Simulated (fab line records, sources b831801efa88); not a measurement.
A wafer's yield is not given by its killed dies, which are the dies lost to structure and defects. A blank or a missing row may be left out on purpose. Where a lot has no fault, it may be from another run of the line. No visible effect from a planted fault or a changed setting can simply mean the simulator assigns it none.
A sampling plan put to the test -- flow gf180mcu -- one line in one fab, 18 faults in these records, each fault weighed on the records of the lots it struck
The plan consists of the line's own looks: route steps at which the wafer is read by a gauge or an inspection but not changed. A look can be judged if struck wafers have a number there and the file gives its usual mean and standard deviation on fault-free wafers. Caught: a look later than the fault's first step finds the struck wafers' mean 4 or more of those standard deviations (sigma) from the usual mean. On the tool: the identical test, applied to the tool's own readings at the steps of the fault. It also counts as caught if the struck wafers ran another recipe or if their record alone is blank.

THE FAULTS, as the simulator had put them in
1. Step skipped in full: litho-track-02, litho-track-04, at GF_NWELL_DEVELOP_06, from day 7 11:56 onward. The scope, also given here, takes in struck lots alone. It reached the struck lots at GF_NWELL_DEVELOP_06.
2. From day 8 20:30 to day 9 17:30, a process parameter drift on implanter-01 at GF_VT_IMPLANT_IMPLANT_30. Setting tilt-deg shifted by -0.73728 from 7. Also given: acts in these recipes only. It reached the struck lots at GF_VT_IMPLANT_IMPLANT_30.
3. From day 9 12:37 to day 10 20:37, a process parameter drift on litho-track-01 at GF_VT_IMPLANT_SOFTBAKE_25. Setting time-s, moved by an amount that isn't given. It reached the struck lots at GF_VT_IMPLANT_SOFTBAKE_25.
4. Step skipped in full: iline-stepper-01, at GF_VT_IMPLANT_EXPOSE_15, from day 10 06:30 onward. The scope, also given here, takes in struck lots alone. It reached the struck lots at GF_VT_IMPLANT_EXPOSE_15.
5. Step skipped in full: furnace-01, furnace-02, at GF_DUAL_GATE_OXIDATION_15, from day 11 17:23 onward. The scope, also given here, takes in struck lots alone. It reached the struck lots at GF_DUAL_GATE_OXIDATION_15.
6. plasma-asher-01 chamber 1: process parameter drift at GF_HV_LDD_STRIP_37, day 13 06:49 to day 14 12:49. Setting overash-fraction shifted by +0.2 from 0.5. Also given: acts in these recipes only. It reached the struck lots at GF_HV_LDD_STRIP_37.
7. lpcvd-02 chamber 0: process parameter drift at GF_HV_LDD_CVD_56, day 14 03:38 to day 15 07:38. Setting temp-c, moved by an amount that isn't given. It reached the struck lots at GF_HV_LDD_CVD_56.
8. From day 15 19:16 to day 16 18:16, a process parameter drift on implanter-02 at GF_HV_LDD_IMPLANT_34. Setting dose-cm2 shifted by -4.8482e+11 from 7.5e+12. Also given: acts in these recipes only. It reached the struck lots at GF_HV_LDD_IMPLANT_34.
9. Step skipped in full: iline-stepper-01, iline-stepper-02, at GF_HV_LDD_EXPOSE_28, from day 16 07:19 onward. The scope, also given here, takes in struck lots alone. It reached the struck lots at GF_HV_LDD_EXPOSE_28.
10. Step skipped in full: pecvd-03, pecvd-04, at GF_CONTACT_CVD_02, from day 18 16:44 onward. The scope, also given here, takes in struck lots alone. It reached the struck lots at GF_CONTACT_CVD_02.
11. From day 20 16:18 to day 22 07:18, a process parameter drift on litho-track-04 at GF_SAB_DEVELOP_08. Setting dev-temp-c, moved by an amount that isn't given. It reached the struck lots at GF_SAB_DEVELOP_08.
12. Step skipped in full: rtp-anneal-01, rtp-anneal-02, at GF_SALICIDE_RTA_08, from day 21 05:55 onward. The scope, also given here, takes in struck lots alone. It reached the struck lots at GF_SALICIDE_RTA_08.
13. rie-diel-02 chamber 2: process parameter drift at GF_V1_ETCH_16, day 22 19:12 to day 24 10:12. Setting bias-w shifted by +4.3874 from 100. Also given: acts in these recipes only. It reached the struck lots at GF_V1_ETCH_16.
14. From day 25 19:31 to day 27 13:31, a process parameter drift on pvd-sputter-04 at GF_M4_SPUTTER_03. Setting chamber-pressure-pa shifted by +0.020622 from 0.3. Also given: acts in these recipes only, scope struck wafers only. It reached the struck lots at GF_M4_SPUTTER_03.
15. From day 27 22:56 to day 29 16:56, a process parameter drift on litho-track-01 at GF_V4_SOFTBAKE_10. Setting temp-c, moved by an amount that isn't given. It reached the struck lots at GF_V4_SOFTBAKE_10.
16. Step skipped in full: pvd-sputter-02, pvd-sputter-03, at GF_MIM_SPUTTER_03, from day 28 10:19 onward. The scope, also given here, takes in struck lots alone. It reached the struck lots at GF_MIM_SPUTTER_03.
17. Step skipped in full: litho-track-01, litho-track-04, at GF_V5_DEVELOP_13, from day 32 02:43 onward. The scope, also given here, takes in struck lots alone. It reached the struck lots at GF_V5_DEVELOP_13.
18. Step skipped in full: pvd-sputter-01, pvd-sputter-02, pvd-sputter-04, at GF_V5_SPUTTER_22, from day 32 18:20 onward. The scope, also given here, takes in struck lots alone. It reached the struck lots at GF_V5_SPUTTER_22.

WHAT THE PLAN SAW
fault,on the tool itself,first look that catches it,"reading, sigma",median hours from its first step to that look,hours from the fault's start to the first struck lot there,judged looks passed uncaught
1,the tool's record is blank for the struck wafers,not the one look that can be judged after it,-,-,-,1
2,tilt-deg -31 sigma,not the one look that can be judged after it,-,-,-,1
3,heater-power-total-W +59 sigma,no look after it can be judged,-,-,-,0
4,no reading that can be judged,no look after it can be judged,-,-,-,0
5,the tool's record is blank for the struck wafers,no look after it can be judged,-,-,-,0
6,oes-product-au -11 sigma,none of the 3 looks that can be judged after it,-,-,-,3
7,susceptor-temp-C +7.3 sigma,not the one look that can be judged after it,-,-,-,1
8,dose-ions-cm2 -55 sigma,no look after it can be judged,-,-,-,0
9,no reading that can be judged,no look after it can be judged,-,-,-,0
10,the tool's record is blank for the struck wafers,no look after it can be judged,-,-,-,0
11,developer-temp-C +7.2 sigma,none of the 2 looks that can be judged after it,-,-,-,2
12,the tool's record is blank for the struck wafers,no look after it can be judged,-,-,-,0
13,bias-w +15 sigma,no look after it can be judged,-,-,-,0
14,chamber-pressure-pa +31 sigma,no look after it can be judged,-,-,-,0
15,heater-power-total-W -32 sigma,not the one look that can be judged after it,"strongest: cd-nm at GF_V4_CD_MEAS_14, -3.5",-,-,1
16,the tool's record is blank for the struck wafers,no look after it can be judged,-,-,-,0
17,the tool's record is blank for the struck wafers,no look after it can be judged,-,-,-,0
18,the tool's record is blank for the struck wafers,no look after it can be judged,-,-,-,0
A dash: the fault isn't caught, or these records don't give the number.

Caught at a look: 0 of 18. Caught on the tool: 16 of 18. By one or the other: 16 of 18.
Caught on the tool alone: faults 1, 2, 3, 5, 6, 7, 8, 10, 11, 12, 13, 14, 15, 16, 17, 18.
Caught by neither: faults 4, 9.
